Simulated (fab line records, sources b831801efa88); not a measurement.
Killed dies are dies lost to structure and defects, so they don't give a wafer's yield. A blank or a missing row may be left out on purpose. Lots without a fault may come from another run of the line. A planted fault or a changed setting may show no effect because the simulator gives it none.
Tool commonality check | flow gf180mcu | 9 lots, 27 wafers sampled

WHY IT WAS OPENED
At GF_MIM_RS_MEAS_10 the reading MIM_ALCU_RS is flagged on 2 of 9 lots. Wafers without a fault read 0.1596 ohm/sq, standard deviation 0.0017.
Rule: a lot is flagged when every wafer of it that has a number lies more than 4 standard deviations from that mean, or none has a number. The other lots count as sound.

lot  | measured     | on            | MIM_ALCU_RS (ohm/sq), wafer by wafer | flag
L275 | day 24 10:37 | film_metro-04 | 0.1630 0.1621 0.1602                 |
L283 | day 27 13:26 | film_metro-04 | 0.1592 0.1584 0.1577                 |
L284 | day 27 16:28 | film_metro-04 | 0.1589 0.1606 0.1613                 |
L286 | day 28 07:23 | film_metro-02 | 0.1597 0.1572 0.1606                 |
L291 | day 29 23:38 | film_metro-04 | 0.1504 0.1493 0.1503                 | FLAGGED
L292 | day 30 07:19 | film_metro-04 | 0.1573 0.1573 0.1584                 |
L293 | day 30 17:41 | film_metro-02 | 0.1501 0.1501 0.1485                 | FLAGGED
L294 | day 30 22:02 | film_metro-01 | 0.1602 0.1603 0.1613                 |
L298 | day 31 20:11 | film_metro-02 | 0.1604 0.1613 0.1576                 |
The numbers of the flagged lots are 0.1498 ohm/sq on average: -0.0098 ohm/sq against the usual, or -6 standard deviations.

WHICH TOOL RAN EACH LOT
The record holds 2 process steps before the reading, out of a route of 602 steps. In each cell: the tool, then ch and the chambers that the sampled wafers went through, then the start.
lot  | flag    | GF_V2_STRIP_18                       | GF_MIM_SPUTTER_08
L275 |         | plasma_asher-04 ch 0,1, day 20 05:31 | pvd_sputter-02, day 24 10:32
L283 |         | plasma_asher-04 ch 0,1, day 23 14:18 | pvd_sputter-04, day 27 13:22
L284 |         | plasma_asher-04 ch 0,1, day 23 20:32 | pvd_sputter-02, day 27 16:22
L286 |         | plasma_asher-03 ch 0,1, day 24 11:29 | pvd_sputter-04, day 28 07:19
L291 | FLAGGED | plasma_asher-02 ch 0,1, day 26 06:09 | pvd_sputter-02, day 29 23:31
L292 |         | plasma_asher-04 ch 0,1, day 26 15:47 | pvd_sputter-04, day 30 07:14
L293 | FLAGGED | plasma_asher-03 ch 0,1, day 27 03:13 | pvd_sputter-02, day 30 17:36
L294 |         | plasma_asher-04 ch 0,1, day 27 08:59 | pvd_sputter-01, day 30 21:56
L298 |         | plasma_asher-04 ch 0,1, day 28 09:36 | pvd_sputter-01, day 31 20:08
What these steps do:
- GF_V2_STRIP_18: strips in O2/N2.
- GF_MIM_SPUTTER_08: material AlCu, target thk 200 nm, time 10.6 s.
- GF_MIM_RS_MEAS_10: measures by four-point-probe.

FLAGGED OVER TOTAL, TOOL BY TOOL (the gauges that took the reading come last)
step              | tool            | lots run | flagged | share of the flagged lots | sound lots run after its first flagged lot
GF_V2_STRIP_18    | plasma_asher-02 | 1        | 1       | some                      | 0
GF_V2_STRIP_18    | plasma_asher-03 | 2        | 1       | some                      | 0
GF_V2_STRIP_18    | plasma_asher-04 | 6        | 0       | none                      | -
GF_MIM_SPUTTER_08 | pvd_sputter-01  | 2        | 0       | none                      | -
GF_MIM_SPUTTER_08 | pvd_sputter-02  | 4        | 2       | all                       | 0
GF_MIM_SPUTTER_08 | pvd_sputter-04  | 3        | 0       | none                      | -
GF_MIM_RS_MEAS_10 | film_metro-01   | 1        | 0       | none                      | -
GF_MIM_RS_MEAS_10 | film_metro-02   | 3        | 1       | some                      | 1 (L298)
GF_MIM_RS_MEAS_10 | film_metro-04   | 5        | 1       | some                      | 1 (L292)

WHAT THE TABLE ALLOWS
1 row of the table ran every flagged lot: pvd_sputter-02 at GF_MIM_SPUTTER_08.
- pvd_sputter-02 at GF_MIM_SPUTTER_08: 2 of its 4 lots flagged. Its last sound lot is L284 (day 27 16:22), its first flagged lot L291 (day 29 23:31): a fault that began between those two fits. Its own readings lie more than 4 standard deviations out on every wafer of the flagged lots: cathode_dc_power_W.
One tool is left: pvd_sputter-02 at GF_MIM_SPUTTER_08.

WHAT THE SIMULATOR HAD PUT IN
Process parameter drift: pvd_sputter-02, from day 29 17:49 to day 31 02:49, at GF_MIM_SPUTTER_08. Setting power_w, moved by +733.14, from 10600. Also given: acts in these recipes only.
Lots struck among those shown: L291, L293. The rule above found the same.
